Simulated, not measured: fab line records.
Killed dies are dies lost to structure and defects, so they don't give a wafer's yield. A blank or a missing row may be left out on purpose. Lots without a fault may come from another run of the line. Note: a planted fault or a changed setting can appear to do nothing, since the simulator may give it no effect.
fab line records	flow sky130
[record] lots = 5	wafers = 13	lastDay = 50
route steps=708 shown SD_N@344 SD_P@359 RES_XHIGH@360 PAD_OPEN@708
lots with no fault: from the same line, run without faults
startH: start of the lot's first displayed wafer, in hours after the record's first day	waitH: hours since the lot's step before	" same as the row above	L1.1+2: one row covering several wafers at once	- value missing, or start not given	* or withheld: withheld	< > ~ a bound
route shown NAME@n: names a module that has steps shown in the file, with the first one's number in the route	usual: mean and standard deviation over wafers with no fault	same: alike in all rows	chamber/n: place in a boat	sites: the reading at each site	_std_site: standard deviation of those values	_edge_site: outer sites' mean less inner sites'	radiusMm: how far each site lies from the wafer's centre	mask NAME#n: copy n	behind: the last tool/chamber to shape the wafer	hold: what put the lot on hold/how long, in hours/how the hold closed	device: the transistor (n, p or np) that didn't switch	end of line: the same wafers' tests at the end of the route	step lacking rows: just its recipe	killed: at the first sort, the dies lost to defects and structure; wafer yield is something else	map: shows each die of a wafer: x if killed, . if not, _ if none is there
set.NAME: the setting the step ran with; set.NAME@STEP: the setting that earlier step ran with	model.NAME: the simulator's own value behind a step, which no gauge read
certain route steps with their lots: each step a table, each wafer a row
services: a tool's chamber out of use, with start hour (startH, from the record's first day; less than 0 if before it), hours out, and reason
[[steps]]
[step SKY_SD_N_COAT_02]
[recipe] resist = NOVOLAK	spinRpm = 3000	resistThkNm = 1140
[step SKY_SD_N_SOFTBAKE_03]
[recipe] tempC = 90	timeS = 60	resist = NOVOLAK
[step SKY_SD_N_EXPOSE_04]
[recipe] maskId = NSDM	na = 0.6	sourceShape = conventional	sigmaOuter = 0.6	polarization = unpolarized	targetCdNm = 380	doseMj = 141
[step SKY_SD_N_PEB_05]
[recipe] tempC = withheld	timeS = *	resist = NOVOLAK
[step SKY_SD_N_DEVELOP_06]
[recipe] resist = NOVOLAK	developer = TMAH	developTimeS = 60	devTempC = 23
[step SKY_SD_N_CD_MEAS_07]
[recipe] targetCdNm = 380
[usual] cdNm = 380.8/2.1
lot.wafer	tool	chamber	startH	waitH	cdNm
L236.1	cdSem-01	-	692.91	0.1	380.2
L236.5	"	-	"	"	380.4
L236.6	"	-	"	"	382.0
L242.1	cdSem-02	-	733.61	0.1	383.9
L242.2	"	-	"	"	383.2
L242.5	"	-	"	"	384.0
L250.5	cdSem-02	-	788.64	0.1	379.1
L253.1	cdSem-01	-	818.25	0.1	379.6
L253.3	"	-	"	"	380.1
L253.6	"	-	"	"	378.3
L255.2	cdSem-01	-	825.88	0.1	379.9
L255.4	"	-	"	"	380.0
L255.6	"	-	"	"	380.1
[step SKY_SD_N_OVL_MEAS_08]
[usual] SD_N_OVL = -0.3/1.3
lot.wafer	tool	chamber	startH	waitH	SD_N_OVL[nm]
L236.1	overlay-02	-	693.03	0.1	0.0
L236.5	"	-	"	"	-1.1
L236.6	"	-	"	"	-0.2
L242.1	overlay-02	-	733.73	0.1	1.8
L242.2	"	-	"	"	0.7
L242.5	"	-	"	"	1.1
L250.5	overlay-01	-	788.71	0.0	0.6
L253.1	overlay-01	-	818.37	0.1	0.6
L253.3	"	-	"	"	-0.6
L253.6	"	-	"	"	0.2
L255.2	overlay-02	-	825.99	0.1	-2.8
L255.4	"	-	"	"	-1.2
L255.6	"	-	"	"	-0.4
[step SKY_SD_N_IMPLANT_09]
[recipe] species = As	energyKev = 50	doseCm2 = 4e+15	tiltDeg = 0
[step SKY_SD_N_IMPLANT_10]
[recipe] species = P	energyKev = 20	doseCm2 = 1e+14	tiltDeg = 0
[step SKY_SD_N_STRIP_11]
[recipe] chemistry = O2/N2	powerW = 1400	pressureMtorr = 1500	platenTempC = withheld	o2FlowSccm = 3000	n2FlowSccm = 300	overashFraction = 0.5
[usual] drypumpMotorCurrentA = 5.8/0.54	oesProductAu = 0.527/0.0049	stripTimeToEndpointS = 22.56/0.041
lot.wafer	tool	chamber	startH	waitH	drypumpMotorCurrentA	oesProductAu	rfHoursCounterH	stripTimeToEndpointS
L236.1	plasmaAsher-01	1	693.37	0.1	5.6	0.537	101	22.55
L236.5	"	1	"	"	5.6	0.528	-	22.57
L236.6	"	0	"	"	6.4	0.538	-	22.58
L242.1	plasmaAsher-03	0	734.07	0.1	4.9	0.528	59	22.56
L242.2	"	1	"	"	6.3	0.523	59	22.56
L242.5	"	1	"	"	6.3	0.519	-	22.56
L250.5	plasmaAsher-04	0	789.09	0.1	5.8	0.533	-	22.67
L253.1	plasmaAsher-03	1	818.71	0.1	6.3	0.528	67	22.54
L253.3	"	0	"	"	4.9	0.519	-	22.53
L253.6	"	0	"	"	4.9	0.522	-	22.45
L255.2	plasmaAsher-03	1	826.32	0.1	6.3	0.524	69	22.60
L255.4	"	1	"	"	6.4	0.526	-	22.63
L255.6	"	0	"	"	4.9	0.525	-	22.64
[step SKY_SD_N_TW_MEAS_12]
[usual] SD_N_TW = 3997/23
lot.wafer	tool	chamber	startH	waitH	SD_N_TW
L236.1	filmMetro-01	-	693.47	0.1	4026
L236.5	"	-	"	"	4035
L236.6	"	-	"	"	4018
L242.1	filmMetro-03	-	734.17	0.1	4014
L242.2	"	-	"	"	3998
L242.5	"	-	"	"	4010
L250.5	filmMetro-02	-	789.16	0.0	3987
L253.1	filmMetro-02	-	818.81	0.1	3989
L253.3	"	-	"	"	3997
L253.6	"	-	"	"	3973
L255.2	filmMetro-02	-	826.43	0.1	3986
L255.4	"	-	"	"	3985
L255.6	"	-	"	"	3970
[step SKY_SD_N_CLEAN_13]
[recipe] chemistry = SC1/SC2	mix = 1:4:20	tempC = 70	timeS = 150	dry = n2Spin
[step SKY_SD_N_RTA_14]
[recipe] tempC = 1075	timeS = 2	idleTempC = 650	rampUpCPerS = 150	rampDownCPerS = 90	ambient = N2
[usual] lampPowerPct = 15.73/0.053	rampDownCPerS = 90.001/0.017	wafer_temp_C_max = 1078.0/1.5
lot.wafer	tool	chamber	startH	waitH	lampPowerPct	rampDownCPerS	wafer_temp_C_max
L236.1	rtpAnneal-01	0	693.58	0.0	15.76	89.979	1080.0
L236.5	"	0	"	"	15.69	90.029	1077.4
L236.6	"	0	"	"	15.75	90.004	1078.5
L242.1	rtpAnneal-01	0	734.28	0.0	15.78	89.997	1078.5
L242.2	"	0	"	"	15.76	89.982	1078.0
L242.5	"	0	"	"	15.82	90.005	1080.6
L250.5	rtpAnneal-01	0	789.27	0.0	15.80	90.014	1084.2
L253.1	rtpAnneal-02	0	818.92	0.0	15.65	89.988	1078.8
L253.3	"	0	"	"	15.74	90.022	1078.3
L253.6	"	0	"	"	15.79	90.016	1079.3
L255.2	rtpAnneal-02	0	826.54	0.0	15.68	89.995	1077.5
L255.4	"	0	"	"	15.74	90.000	1078.4
L255.6	"	0	"	"	15.69	90.015	1078.6
[step SKY_SD_N_RS_MEAS_16]
[recipe] thkMeasGauge = four-point-probe
[usual] SD_N_RS = 68.61/0.12
lot.wafer	tool	chamber	startH	waitH	SD_N_RS[ohm/sq]
L236.1	filmMetro-02	-	693.75	0.1	68.77
L236.5	"	-	"	"	68.77
L236.6	"	-	"	"	68.67
L242.1	filmMetro-02	-	734.45	0.1	68.48
L242.2	"	-	"	"	68.45
L242.5	"	-	"	"	68.64
L250.5	filmMetro-02	-	789.49	0.1	67.90
L253.1	filmMetro-01	-	819.09	0.1	68.58
L253.3	"	-	"	"	68.64
L253.6	"	-	"	"	68.81
L255.2	filmMetro-03	-	826.72	0.1	68.41
L255.4	"	-	"	"	68.47
L255.6	"	-	"	"	68.53
[step SKY_SD_N_RS_MEAS_17]
[recipe] thkMeasGauge = four-point-probe
[usual] SD_P_RS = 147.1/0.39
lot.wafer	tool	chamber	startH	waitH	SD_P_RS[ohm/sq]
L236.1	filmMetro-02	-	693.87	0.1	147.8
L236.5	"	-	"	"	147.3
L236.6	"	-	"	"	147.8
L242.1	filmMetro-02	-	734.57	0.1	146.5
L242.2	"	-	"	"	146.7
L242.5	"	-	"	"	147.4
L250.5	filmMetro-02	-	789.61	0.1	143.4
L253.1	filmMetro-01	-	819.21	0.1	147.5
L253.3	"	-	"	"	147.6
L253.6	"	-	"	"	147.4
L255.2	filmMetro-03	-	826.84	0.1	146.8
L255.4	"	-	"	"	146.2
L255.6	"	-	"	"	146.4
[step SKY_SD_N_RS_MEAS_18]
[recipe] thkMeasGauge = four-point-probe
[usual] RES_XHIGH_RS = 333.6/1.1
lot.wafer	tool	chamber	startH	waitH	RES_XHIGH_RS[ohm/sq]
L236.1	filmMetro-02	-	693.99	0.1	334.2
L236.5	"	-	"	"	334.4
L236.6	"	-	"	"	333.7
L242.1	filmMetro-02	-	734.69	0.1	332.8
L242.2	"	-	"	"	332.9
L242.5	"	-	"	"	334.9
L250.5	filmMetro-02	-	789.73	0.1	332.8
L253.1	filmMetro-01	-	819.33	0.1	334.1
L253.3	"	-	"	"	333.0
L253.6	"	-	"	"	332.3
L255.2	filmMetro-03	-	826.96	0.1	334.7
L255.4	"	-	"	"	334.1
L255.6	"	-	"	"	334.4
[step SKY_PAD_OPEN_PROBE_99]
[usual] killed_at_M0_to_M3 = 43/7	killed_at_M4_up = 3.1/1.9	killedAtContacts = 25/6.1	killedAtFrontEnd = 15/4.5	killedAtOther = 0.3/0.55	killedDies = 87/8.9	killedOpen = 47/6.4	killedShort = 40/6.6
[same] grossDies = 492	killedAtBackSide = 0
lot.wafer	tool	chamber	startH	waitH	killed_at_M0_to_M3	killed_at_M4_up	killedAtContacts	killedAtFrontEnd	killedAtOther	killedDies	killedOpen	killedShort	model.etest.liconHighPo.rcOhm	model.etest.resHighPo.rsOhmSq	model.etest.resPdiffHv.rsOhmSq	model.etest.resPdiff.rsOhmSq
L236.1	prober-02	-	1110.62	0.1	36	4	32	11	0	83	41	42	347.5	263.2	190	196.3
L236.5	prober-02	-	1110.82	0.2	55	4	27	11	0	97	47	50	351	268.9	191.3	197.3
L236.6	prober-02	-	1110.87	0.2	43	3	38	14	2	100	45	55	355.8	268.4	189	197.5
L242.1	prober-02	-	1141.47	0.1	36	3	29	11	0	79	51	27	340.1	252.6	190.6	198.2
L242.2	prober-02	-	1141.52	0.1	27	4	33	18	0	82	36	46	340.5	247.7	189.9	197.8
L242.5	prober-02	-	1141.67	0.2	44	3	29	19	1	96	51	43	334.4	253.5	190.9	200.1
L250.5	prober-01	-	1178.59	0.2	45	4	14	8	0	71	40	30	326.7	247.5	185.1	192.2
L253.1	prober-02	-	1201.93	0.1	30	1	25	29	0	85	45	40	349.9	257.6	188.9	197.1
L253.3	prober-02	-	1202.03	0.2	23	4	25	13	0	65	32	33	368	269.1	189.7	196.8
L253.6	prober-02	-	1202.18	0.2	30	4	39	27	1	101	48	53	337.9	260.7	189.1	195.8
L255.2	prober-01	-	1204.32	0.1	48	3	29	12	1	93	43	50	355.3	259.6	185.2	193.8
L255.4	prober-01	-	1204.42	0.2	42	1	25	23	0	91	49	42	338.8	253	186.9	193
L255.6	prober-01	-	1204.52	0.2	45	2	28	18	0	93	55	38	332.1	257.8	184.9	193.5
// killed by level:class
L236.1 CONTACT:geometricParticle:short=9 LOCAL_INTERCONNECT:geometricParticle:short=8 VIA2:geometricParticle:open=8 LI_CONTACT:geometricParticle:open=7 CONTACT:geometricParticle:open=6 VIA1:geometricParticle:open=6 METAL2:geometricParticle:short=6 FIELD_ISO:geometricParticle:short=4
L236.5 VIA1:geometricParticle:open=13 LI_CONTACT:geometricParticle:open=8 CONTACT:geometricParticle:open=8 METAL1:geometricParticle:short=8 METAL2:geometricParticle:short=6 CONTACT:geometricParticle:short=5 FIELD_ISO:geometricParticle:short=5 LOCAL_INTERCONNECT:geometricParticle:short=5
L236.6 CONTACT:geometricParticle:short=11 VIA2:geometricParticle:open=8 CONTACT:geometricParticle:open=8 LI_CONTACT:geometricParticle:open=7 LOCAL_INTERCONNECT:geometricParticle:short=6 VIA1:geometricParticle:open=6 VIA3:geometricParticle:open=6 METAL2:geometricParticle:short=6
L242.1 CONTACT:geometricParticle:open=14 VIA1:geometricParticle:open=12 LI_CONTACT:geometricParticle:open=8 VIA3:geometricParticle:open=5 METAL1:geometricParticle:short=4 VIA1:geometricParticle:short=4 VIA2:geometricParticle:open=4 FIELD_ISO:geometricParticle:open=3
L242.2 CONTACT:geometricParticle:open=13 CONTACT:geometricParticle:short=9 LI_CONTACT:geometricParticle:open=7 POLY_GATE:geometricParticle:short=6 METAL2:geometricParticle:short=6 VIA3:geometricParticle:open=6 FIELD_ISO:geometricParticle:short=5 METAL1:geometricParticle:short=4
L242.5 VIA1:geometricParticle:open=16 CONTACT:geometricParticle:open=11 FIELD_ISO:geometricParticle:short=7 CONTACT:geometricParticle:short=7 METAL3:geometricParticle:short=7 FIELD_ISO:geometricParticle:open=6 LI_CONTACT:geometricParticle:open=5 VIA3:geometricParticle:open=5
L250.5 VIA2:geometricParticle:open=10 METAL2:geometricParticle:short=10 VIA1:geometricParticle:open=10 VIA3:geometricParticle:open=7 LOCAL_INTERCONNECT:geometricParticle:short=4 LI_CONTACT:geometricParticle:open=3 CONTACT:geometricParticle:open=3 VIA2:geometricParticle:short=3
L253.1 FIELD_ISO:geometricParticle:short=9 LI_CONTACT:geometricParticle:open=8 POLY_GATE:geometricParticle:short=7 VIA3:geometricParticle:open=7 VIA1:geometricParticle:open=6 FIELD_ISO:geometricParticle:open=5 CONTACT:geometricParticle:open=5 POLY_GATE:geometricParticle:open=4
L253.3 CONTACT:geometricParticle:open=10 CONTACT:geometricParticle:short=6 VIA1:geometricParticle:open=4 LOCAL_INTERCONNECT:geometricParticle:short=4 METAL2:geometricParticle:short=4 FIELD_ISO:geometricParticle:open=3 POLY_GATE:geometricParticle:short=3 LI_CONTACT:geometricParticle:short=3
L253.6 CONTACT:geometricParticle:open=14 LOCAL_INTERCONNECT:geometricParticle:short=11 POLY_GATE:geometricParticle:open=9 FIELD_ISO:geometricParticle:short=6 POLY_GATE:geometricParticle:short=6 LI_CONTACT:geometricParticle:open=6 VIA3:geometricParticle:short=5 CONTACT:geometricParticle:short=5
L255.2 VIA1:geometricParticle:open=11 VIA1:geometricParticle:short=10 CONTACT:geometricParticle:open=9 LI_CONTACT:geometricParticle:open=7 LI_CONTACT:geometricParticle:short=6 CONTACT:geometricParticle:short=6 METAL2:geometricParticle:short=6 FIELD_ISO:geometricParticle:short=5
L255.4 VIA1:geometricParticle:open=10 FIELD_ISO:geometricParticle:open=8 LI_CONTACT:geometricParticle:open=7 METAL1:geometricParticle:short=7 POLY_GATE:geometricParticle:open=6 CONTACT:geometricParticle:open=6 LOCAL_INTERCONNECT:geometricParticle:short=6 POLY_GATE:geometricParticle:short=4
L255.6 CONTACT:geometricParticle:open=16 VIA1:geometricParticle:open=9 VIA2:geometricParticle:open=8 VIA3:geometricParticle:open=7 POLY_GATE:geometricParticle:short=6 FIELD_ISO:geometricParticle:short=5 METAL1:geometricParticle:short=5 LI_CONTACT:geometricParticle:open=5
[[services]]
tool	chamber	startH	hours	kind
plasmaAsher-01	-	733.75	9.0	pm
plasmaAsher-01	0	733.75	9.0	ventCycle
plasmaAsher-01	1	733.75	9.0	ventCycle
plasmaAsher-01	0	742.75	-	clean
plasmaAsher-01	1	742.75	-	clean
plasmaAsher-03	-	799.25	2.8	pm
plasmaAsher-04	-	813.30	14.6	pm
[[key]]
[firstSign] step = SKY_SD_N_RTA_14	reading = wafer_temp_C_max	direction = up	sigmas = 4.2	usual = *	struck = *
[effect] step = SKY_SD_N_RS_MEAS_16	reading = SD_N_RS	direction = down	sigmas = 6.2	usual = 68.61	struck = 67.90
[effect] step = SKY_SD_N_RS_MEAS_17	reading = SD_P_RS	direction = down	sigmas = 9.5	usual = 147.1	struck = 143.4
[modelEffect] step = SKY_PAD_OPEN_PROBE_99	value = etest.liconHighPo.rcOhm	without = 344.9	struck = 326.7
metAt SKY_SD_N_RTA_14
struckWafers L250.5
testerLeftOut L250
onsetBetween 734.28 789.27
[fault] kind = processParameterDrift	tool = rtpAnneal-01	chamber = -	onsetH = 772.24	steps = SKY_SD_N_RTA_14	channel = tempC	offset = *	shape = step	endH = 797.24	actsIn = *	stated = *
// testerLeftOut: of these lots the tester's yield and bins aren't shown, on N5 and GAA mostly nor the transistor test; their killed dies are dies lost to structure and defects alone, not to doping, threshold or leakage, so they don't give the yield
